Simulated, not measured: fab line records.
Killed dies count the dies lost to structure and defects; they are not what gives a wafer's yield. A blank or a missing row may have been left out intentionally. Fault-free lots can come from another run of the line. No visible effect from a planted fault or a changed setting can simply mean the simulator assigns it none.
A lot that was struck, set against a sound lot || flow sky130 || 15 steps out of a route of 708
Sound: wafers L915.2, L915.3, L915.4. Struck: wafer L923.3 (L923.5, L923.6, from the same lot, were not struck and are left out); the cause is given at the end.
For every step that has rows: the tool of each side, followed by ch and its chambers, followed by its first start. Under that, the readings that differ: sound wafers || struck wafers || difference of the means || sigmas: that difference in standard deviations of wafers without a fault.
alike: a reading whose means differ by less than 2 such deviations, as well as words and numbers matching on both sides. not compared: withheld readings; readings where some wafer has no value; bounds like >300 that might hide an equal value; numbers whose values overlap and for which the record gives no deviation.
Wherever a step has rows on one side only, a row that says differs or no value, or a row with sigmas, the two part there. Numbers that have no deviation but don't overlap get no sigmas and don't part them. Lack of a reading on every wafer of one side parts them only where that side has two or more wafers.

first, 2 steps without rows for these wafers: SKY_CAPM_PEB_10; SKY_CAPM_DEVELOP_11 (develop time 60 s).
SKY_CAPM_OVL_MEAS_12:
  sound on overlay-01 at day 37 09:56; struck on overlay-02 at day 39 21:57
  alike: CAPM_OVL
SKY_CAPM_METAL_ETCH_13: etches TiN in Cl2/BCl3, stops on SiO2, target depth 220 nm, time 62.9 s.
  sound on rieMetal-02 ch 0,1, day 37 09:58; struck on rieMetal-02 ch 0, day 39 22:02
{"reading": "throttleValvePct (%)", "sound": "21.915 21.905 21.915", "struck": 21.888, "difference": -0.024, "sigmas": -2}
  alike: drypumpMotorCurrentA, oesProductAu
  not compared: rfHoursCounterH
SKY_CAPM_STRIP_14: strips in O2/N2.
  sound on plasmaAsher-01 ch 0,1, day 37 10:03; struck on plasmaAsher-04 ch 0, day 39 22:10
  alike: drypumpMotorCurrentA, oesProductAu, stripTimeToEndpointS
  not compared: rfHoursCounterH
then, 7 steps without rows for these wafers: SKY_CAPM_STRIP_15 (strips in post etch residue remover, time 1200 s); SKY_CAPM_CLEAN_16 (cleans in IPA, time 180 s); SKY_CAPM_CLEAN_17 (cleans in O3/DIW); SKY_METAL3_DEHYDRATE_05 (time 60 s); SKY_METAL3_HMDS_06 (prime time 60 s); SKY_METAL3_COAT_07 (resist thk 60 nm); SKY_METAL3_COAT_08 (resist thk 1140 nm).
SKY_METAL3_SOFTBAKE_09: time 90 s.
  sound on lithoTrack-04 ch 0, day 37 22:00; struck on lithoTrack-01 ch 0, day 40 10:00
{"reading": "heaterPowerTotalW (W)", "sound": "57.29 57.24 57.11", "struck": 58.52, "difference": "+1.31", "sigmas": "+11"}
{"reading": "runLengthS (s)", "sound": "119.33 119.21 119.28", "struck": 113.11, "difference": -6.16, "sigmas": -24}
then, 1 step without rows for these wafers: SKY_METAL3_EXPOSE_10 (exposes mask MM3, target cd 300 nm).
-- the record jumps here: 7 days lie between the struck wafers' starts before and after (it left off in module METAL3 and takes up again in module PAD_OPEN, whose first step shown is number 708 of the route) --
SKY_PAD_OPEN_PROBE_99:
  sound on prober-01 at day 45 18:09; struck on prober-02 at day 47 18:39
{"reading": "defectLimitedYield (%)", "sound": "82.1 80.9 80.5", "struck": 85.0, "difference": "+3.8", "sigmas": "+2"}
{"reading": "killedAtContacts", "sound": "23 35 24", "struck": 18, "difference": -9, "sigmas": -2}
{"reading": "killedDies", "sound": "88 94 96", "struck": 74, "difference": -19, "sigmas": -2}
{"reading": "sortNPass", "sound": "404 398 396", "struck": 418, "difference": "+19", "sigmas": "+2"}
{"reading": "sortYieldPct (%)", "sound": "82.1 80.9 80.5", "struck": 85.0, "difference": "+3.8", "sigmas": "+2"}
  alike: killed_at_M0_to_M3, killed_at_M4_up, killedAtFrontEnd, killedAtOther, killedOpen, killedShort, sort_bin_3_pad_short, sort_bin_5_function, sort_bin_6_memory

## WHERE THEY PART
Last at SKY_PAD_OPEN_PROBE_99 as far as this record goes, first at SKY_CAPM_METAL_ETCH_13.

WHY: what had been put in by the simulator
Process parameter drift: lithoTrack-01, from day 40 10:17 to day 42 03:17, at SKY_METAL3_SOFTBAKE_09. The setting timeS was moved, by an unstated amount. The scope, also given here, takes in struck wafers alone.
